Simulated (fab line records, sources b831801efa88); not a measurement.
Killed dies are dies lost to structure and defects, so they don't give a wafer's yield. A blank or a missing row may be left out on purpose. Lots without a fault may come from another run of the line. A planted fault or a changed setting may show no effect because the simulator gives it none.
Chamber matching | flow sky130 | SKY_VIA3_HDPCVD_00 on hdpcvd-02: 3 sister chambers
The step deposits SiO2, target thk 1635 nm, time 272.5 s. 3 wafers are shown with their chamber, then 7 later ones without.

WAFERS WITH THEIR CHAMBER
wafer  | chamber | run_length_s (s)
L927.3 | 2       | 301.4
L929.2 | 0       | 299.8
L929.4 | 1       | 300.2

WAFERS WITHOUT THEIR CHAMBER
wafer  | run_length_s (s)
L929.5 | 300.0
L932.4 | 299.9
L932.6 | 301.3
L933.4 | 300.0
L933.6 | 300.2
L934.5 | 301.8
L934.6 | 300.6

WHICH CHAMBER EACH WENT THROUGH
wafer  | from the rows above          | in truth
L929.5 | can't be placed: 0 or 1      | 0
L932.4 | can't be placed: 0 or 1      | 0
L932.6 | 2                            | 2
L933.4 | can't be placed: 0 or 1      | 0
L933.6 | can't be placed: 1 or 0      | 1
L934.5 | 2                            | 2
L934.6 | can't be placed: 1 or 2 or 0 | 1
Placed correctly: 2 of 7. Can't be placed from these rows: 5 (the true chamber is among the candidates in 5). Placed wrongly: 0.
How it was worked out, from the rows above alone: a wafer's distance from a chamber is the root of the sum, over the readings, of the square of ((its reading less the chamber's mean) divided by the reading's scatter). The wafer belongs to the nearest chamber; if the next one is less than 2 further off, it can't be placed. A chamber's mean is the mean of its shown wafers. The scatter: with one shown wafer a chamber, the root of the mean of the squares of how far each hidden wafer lies from its nearest shown one.
